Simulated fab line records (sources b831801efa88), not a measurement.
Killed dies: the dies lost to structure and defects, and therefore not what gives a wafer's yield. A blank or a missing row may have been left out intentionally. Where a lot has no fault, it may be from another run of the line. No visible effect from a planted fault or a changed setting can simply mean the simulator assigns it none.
Which tool is to blame?	flow gf180mcu	6 lots, 18 wafers sampled, at 4 steps of a route of 602

## WHAT EACH GAUGE READ, for each wafer
GF_V4_THK_MEAS_03.
lot	measured	on	V4_CVD_02_THK (nm)
L553	day 24 19:51	filmMetro-04	814 836 856
L556	day 25 20:45	filmMetro-01	845 846 867
L558	day 26 16:26	filmMetro-03	836 848 859
L564	day 28 15:39	filmMetro-03	889 896 908
L568	day 29 13:46	filmMetro-04	834 843 824
L571	day 30 08:24	filmMetro-03	857 833 873

## EACH LOT AND THE TOOL THAT RAN IT (in order: tool; ch and the chambers of the sampled wafers; start)
lot	GF_V3_SPUTTER_22	GF_M4_SPUTTER_01	GF_V4_CVD_02
L553	pvdSputter-03, day 23 20:08	pvdSputter-04, day 23 20:52	pecvd-04 ch 0,1,2, day 24 19:46
L556	pvdSputter-04, day 24 21:34	pvdSputter-02, day 24 22:17	pecvd-02 ch 1,2, day 25 20:40
L558	pvdSputter-01, day 25 17:31	pvdSputter-02, day 25 18:16	pecvd-02 ch 1,2, day 26 16:22
L564	pvdSputter-04, day 27 17:35	pvdSputter-02, day 27 18:19	pecvd-03 ch 0,1,2, day 28 15:34
L568	pvdSputter-01, day 28 17:06	pvdSputter-01, day 28 18:04	pecvd-04 ch 0,1,2, day 29 13:41
L571	pvdSputter-03, day 29 11:17	pvdSputter-01, day 29 12:01	pecvd-02 ch 1,2, day 30 08:20
- GF_V3_SPUTTER_22: material TiN, target thk 10 nm, time 40 s.
- GF_M4_SPUTTER_01: material TiN, target thk 30 nm, time 25 s.
- GF_V4_CVD_02: deposits SiO2 from TEOS, target thk 850 nm, time 94.851 s.

## THE ANSWER, worked out from the rows above alone
Rule: the usual values come from the lots themselves. The widest of any qualifying gaps counts: lots, ordered by their means at a reading, are off when they make up no more than a third of the lots, leave a main group of 4 or more, and stand apart from it by 3 or more times the standard deviation of that group's means. A main group whose means are all the same, to the digits that the tables above print for the reading, isn't used. Also off: a lot with no number at a reading for which 4 or more lots have one. Where the step has rows for the other lots, those lots are counted as sound.
Off: L564, seen at GF_V4_THK_MEAS_03 (V4_CVD_02_THK). The main group has a mean of 845 nm with a standard deviation of 8.7.
A tool fits if, at a process step before that reading, it ran every lot that is off, and no sound lot after the first of them. The gauges at GF_V4_THK_MEAS_03 are tried like those tools. Can't be told from this: 3 tools fit, pvdSputter-04 at GF_V3_SPUTTER_22, pvdSputter-02 at GF_M4_SPUTTER_01, pecvd-03 at GF_V4_CVD_02.

## WHAT HAD BEEN PUT IN BY THE SIMULATOR
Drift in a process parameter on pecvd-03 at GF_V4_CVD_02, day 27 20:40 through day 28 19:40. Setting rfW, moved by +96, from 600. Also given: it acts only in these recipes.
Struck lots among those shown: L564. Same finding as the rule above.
